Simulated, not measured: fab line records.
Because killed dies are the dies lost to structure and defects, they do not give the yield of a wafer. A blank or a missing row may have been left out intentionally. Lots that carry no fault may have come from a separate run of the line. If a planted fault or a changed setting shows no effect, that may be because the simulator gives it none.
Which tool did it? | flow sky130 | 41 wafers sampled from 14 lots at 1 step of a route of 708

== WHAT THE GAUGES READ, wafer by wafer ==
SKY_CAP2M_OVL_MEAS_12. Usual: CAP2M_OVL typically reads 0.7 nm, with standard deviation 1.9.
lot  | measured     | on         | CAP2M_OVL (nm) | flag
L328 | day 41 00:04 | overlay-01 | -1.2 0.1 -2.4  |
L329 | day 41 08:53 | overlay-02 | 2.9 3.7 1.5    |
L330 | day 41 13:20 | overlay-01 | 1.5 -0.3 -0.1  |
L331 | day 41 15:05 | overlay-02 | -2.4 -1.5 -2.0 |
L332 | day 41 22:51 | overlay-01 | 2.3 1.6 2.6    |
L333 | day 42 05:36 | overlay-01 | 2.2 2.1 3.0    |
L335 | day 43 01:48 | overlay-02 | 0.6 0.2 -0.7   |
L336 | day 43 06:44 | overlay-02 | 0.8 -0.7       |
L337 | day 43 07:56 | overlay-01 | 6.7 3.0 4.6    |
L344 | day 45 08:24 | overlay-02 | 1.0 1.9 0.3    |
L348 | day 46 07:16 | overlay-01 | 0.8 1.2 0.6    |
L349 | day 46 10:25 | overlay-02 | 2.3 3.2 2.8    |
L350 | day 46 15:45 | overlay-02 | -2.7 -0.1 -1.8 |
L351 | day 46 19:44 | overlay-02 | 0.5 -0.3 -1.8  |

== EACH LOT AND THE TOOL THAT RAN IT (in order: tool; ch and the chambers of the sampled wafers; start) ==
No process step before these readings appears in the record.

== WHAT THE TOOLS THEMSELVES READ (means of the sampled wafers that have a number; where no wafer has one, the mark that the record gives instead) ==
The record holds no such reading with a usual standard deviation.

== THE ANSWER, worked out from the rows above alone ==
Rule: a lot is off if the mean of its wafers that have a number lies more than 3 standard deviations from the usual mean. A lot without any number at a reading at which 4 lots or more have one is off too. Any other lot the step has rows for is counted as sound. First the gauges in route order, then the tools' own readings, where a lot's mean is used as printed above. At the first step where some lot is off, the reading lying furthest off is the one used; lots without a number count as furthest.
No lot is off at any reading shown: from this, nothing can be told.

== WHAT THE SIMULATOR PUT IN ==
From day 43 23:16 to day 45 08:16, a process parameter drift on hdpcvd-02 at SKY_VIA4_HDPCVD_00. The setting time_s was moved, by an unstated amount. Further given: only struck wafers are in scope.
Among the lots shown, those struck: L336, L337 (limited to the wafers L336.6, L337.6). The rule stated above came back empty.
